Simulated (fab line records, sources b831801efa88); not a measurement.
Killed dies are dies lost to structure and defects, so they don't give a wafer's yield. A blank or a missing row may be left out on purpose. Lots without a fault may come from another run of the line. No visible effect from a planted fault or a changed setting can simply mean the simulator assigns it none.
The tool behind it: which one? | flow gf180mcu | 24 lots (72 wafers sampled), 1 step of a 602-step route

## WHAT THE GAUGES READ, wafer by wafer
GF_STI_BOW_MEAS_00. Usual: INCOMING_BOW -1 um, standard deviation 6.4.
lot  | measured    | on            | INCOMING_BOW (um) | flag
L074 | day 1 10:02 | film metro-02 | -1 -5 -2          |
L075 | day 1 15:05 | film metro-02 | -7 -9 4           |
L076 | day 1 20:01 | film metro-01 | -4 -2 -7          |
L077 | day 2 01:02 | film metro-02 | 11 -5 -5          |
L078 | day 2 06:00 | film metro-04 | 3 0 -6            |
L079 | day 2 11:00 | film metro-01 | -10 10 2          |
L080 | day 2 16:00 | film metro-01 | 9 -1 -3           |
L081 | day 2 21:01 | film metro-04 | 2 2 -1            |
L082 | day 3 02:00 | film metro-04 | -3 4 6            |
L083 | day 3 07:00 | film metro-04 | -17 -9 11         |
L084 | day 3 12:00 | film metro-02 | -3 -8 12          |
L085 | day 3 17:00 | film metro-01 | -5 1 -6           |
L086 | day 3 22:00 | film metro-01 | 4 -5 4            |
L087 | day 4 03:00 | film metro-02 | 4 -7 -8           |
L088 | day 4 08:01 | film metro-01 | -19 10 7          |
L089 | day 4 13:00 | film metro-04 | 7 2 5             |
L090 | day 4 18:01 | film metro-02 | -5 0 -9           |
L091 | day 4 23:02 | film metro-01 | -13 10 8          |
L092 | day 5 04:01 | film metro-02 | -8 2 -7           |
L093 | day 5 09:00 | film metro-02 | 8 2 -5            |
L094 | day 5 14:02 | film metro-02 | -2 7 -8           |
L095 | day 5 19:00 | film metro-01 | -12 -7 8          |
L096 | day 6 00:01 | film metro-01 | -5 -5 -1          |
L097 | day 6 05:01 | film metro-01 | -6 8 4            |

## TOOL THAT RAN EACH LOT (tool first, then ch and the chambers of the sampled wafers, then the start)
There is no process step in the record ahead of these readings.

## AS READ BY THE TOOLS THEMSELVES (means over the sampled wafers that have a number; for cases with no such wafer, the mark the record gives instead)
The record holds no such reading with a usual standard deviation.

## THE ANSWER, worked out from the rows above alone
Rule: a lot is off if the mean of its wafers that have a number lies more than 3 standard deviations from the usual mean. A lot without any number at a reading at which 4 lots or more have one is off too. Where the step has rows for the other lots, those lots are counted as sound. After the gauges, taken in route order, come the tools' own readings; for these a lot's mean is taken, as printed above. The first step at which some lot is off is used, and at that step the reading that is off furthest; a lot without a number counts as furthest.
None of the lots is off at any reading shown; this tells nothing.

## WHAT THE SIMULATOR HAD INSERTED
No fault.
